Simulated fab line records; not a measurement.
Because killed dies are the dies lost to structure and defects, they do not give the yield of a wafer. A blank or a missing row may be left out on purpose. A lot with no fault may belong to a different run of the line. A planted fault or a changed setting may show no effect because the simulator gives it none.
What tool caused it? ; flow sky130 ; 14 lots, 42 wafers sampled, at 2 steps of a route of 708

## WHAT EACH GAUGE READ, for each wafer
SKY_SONOS_ONO_THK_MEAS_01. Usual: SONOS_ONO_OXIDATION_THK typically reads 2.62 nm, with standard deviation 0.052.
lot;measured;on;SONOS_ONO_OXIDATION_THK (nm);flag
L273;day 11 06:08;film_metro-04;2.58 2.64 2.64;
L277;day 12 13:35;film_metro-04;2.87 2.82 2.79 2.89 2.85 2.74;OFF
L278;day 12 23:26;film_metro-04;2.84 2.91 2.82 2.77 2.88 2.80;OFF
L280;day 13 10:53;film_metro-04;2.94 2.84 2.93 2.88 2.86 2.88;OFF
L283;day 14 12:15;film_metro-04;2.65 2.58 2.61;
L287;day 15 20:35;film_metro-02;2.60 2.65 2.69;
L288;day 16 09:04;film_metro-03;2.65 2.57 2.57;
L289;day 16 19:05;film_metro-02;2.63 2.61 2.72;
L290;day 17 09:09;film_metro-02;2.69 2.71 2.68;
L291;day 17 09:12;film_metro-03;2.57 2.66 2.64;
L292;day 17 11:47;film_metro-04;2.54 2.68 2.59;
L293;day 18 02:55;film_metro-02;2.65 2.64 2.66;
L294;day 18 12:31;film_metro-04;2.69 2.62 2.68;
L295;day 18 16:53;film_metro-02;2.53 2.62 2.55;

## TOOL THAT RAN EACH LOT (tool first, then ch and the chambers of the sampled wafers, then the start)
lot;SKY_SONOS_ONO_OXIDATION_00
L273;furnace-01 ch 0, day 11 04:47
L277;furnace-02 ch 0, day 12 12:14
L278;furnace-02 ch 0, day 12 22:05
L280;furnace-02 ch 0, day 13 09:31
L283;furnace-01 ch 0, day 14 10:54
L287;furnace-02 ch 0, day 15 19:13
L288;furnace-01 ch 0, day 16 07:43
L289;furnace-01 ch 0, day 16 17:43
L290;furnace-02 ch 0, day 17 07:49
L291;furnace-02 ch 0, day 17 07:49
L292;furnace-01 ch 0, day 17 10:26
L293;furnace-02 ch 0, day 18 01:34
L294;furnace-02 ch 0, day 18 11:08
L295;furnace-02 ch 0, day 18 15:32
- SKY_SONOS_ONO_OXIDATION_00: stabilise 600 s, purge 300 s, target thk 2.6 nm.

## WHAT THE TOOLS THEMSELVES READ (means of the sampled wafers that have a number; where no wafer has one, the mark that the record gives instead)
SKY_SONOS_ONO_OXIDATION_00. Usual: ramp_up_c_per_min 10.0000, standard deviation 0.002; spike_tc_bottom_C 819 C, standard deviation 4.3; spike_tc_centre_C 801.4 C, standard deviation 1; spike_tc_lower_C 800.4 C, standard deviation 1.7; spike_tc_top_C 814.9 C, standard deviation 1.6; spike_tc_upper_C 800.2 C, standard deviation 0.99; tube_center_temp_C 800 C, standard deviation 0.077; tube_center_temp_C_max 802.1, standard deviation 0.38; zone_power_upper_pct 13.9 %, standard deviation 0.35.
lot;tool;ramp_up_c_per_min;spike_tc_bottom_C (C);spike_tc_centre_C (C);spike_tc_lower_C (C);spike_tc_top_C (C);spike_tc_upper_C (C);tube_center_temp_C (C);tube_center_temp_C_max;zone_power_upper_pct (%);flag
L273;furnace-01;9.9997;824;802.3;799.7;813.4;800.5;800;802.2;13.5;
L277;furnace-02;10.0009;820;806.8;806.1;820.8;805.2;805;807.0;14.4;OFF
L278;furnace-02;10.0004;822;805.3;806.9;821.8;805.5;805;807.0;14.3;OFF
L280;furnace-02;10.0009;821;806.2;805.6;821.0;804.3;805;807.9;14.5;OFF
L283;furnace-01;10.0013;825;801.4;798.8;813.9;800.5;800;802.1;13.6;
L287;furnace-02;10.0005;816;800.6;802.3;816.2;801.2;800;802.0;14.2;
L288;furnace-01;9.9985;824;801.4;798.0;813.0;799.8;800;802.1;13.5;
L289;furnace-01;9.9990;824;801.7;798.0;813.1;800.7;800;802.1;13.7;
L290;furnace-02;10.0000;816;801.6;802.1;816.9;800.3;800;802.3;14.1;
L291;furnace-02;10.0013;816;801.5;800.4;816.6;799.5;800;802.1;14.3;
L292;furnace-01;9.9992;824;801.2;798.8;812.3;799.8;800;801.9;13.6;
L293;furnace-02;10.0002;817;801.3;802.6;816.5;800.6;800;802.6;14.3;
L294;furnace-02;10.0007;815;800.0;802.1;815.9;800.2;800;801.8;14.3;
L295;furnace-02;10.0017;816;801.4;801.3;815.6;800.1;800;802.1;14.2;

## THE ANSWER, worked out from the rows above alone
Rule: a lot is off if the mean of its wafers that have a number lies more than 3 standard deviations from the usual mean. A lot without any number at a reading at which 4 lots or more have one is off too. Any other lot the step has rows for is counted as sound. The gauges are gone through in route order, then the tools' own readings, and for those a lot's mean is taken as printed above. The first step at which some lot is off is used, and at that step the reading that is off furthest; a lot without a number counts as furthest.
Off: at SKY_SONOS_ONO_THK_MEAS_01 (SONOS_ONO_OXIDATION_THK), L277, L278, L280.
A tool fits if, at a process step before that reading, it ran every lot that is off, and no sound lot after the first of them. The gauges at SKY_SONOS_ONO_THK_MEAS_01 aren't tried: what is off there is off at SKY_SONOS_ONO_OXIDATION_00 too, on other tools, and a gauge's error can't cause that. Not one of the candidates tried fits.

## WHAT HAD BEEN PUT IN BY THE SIMULATOR
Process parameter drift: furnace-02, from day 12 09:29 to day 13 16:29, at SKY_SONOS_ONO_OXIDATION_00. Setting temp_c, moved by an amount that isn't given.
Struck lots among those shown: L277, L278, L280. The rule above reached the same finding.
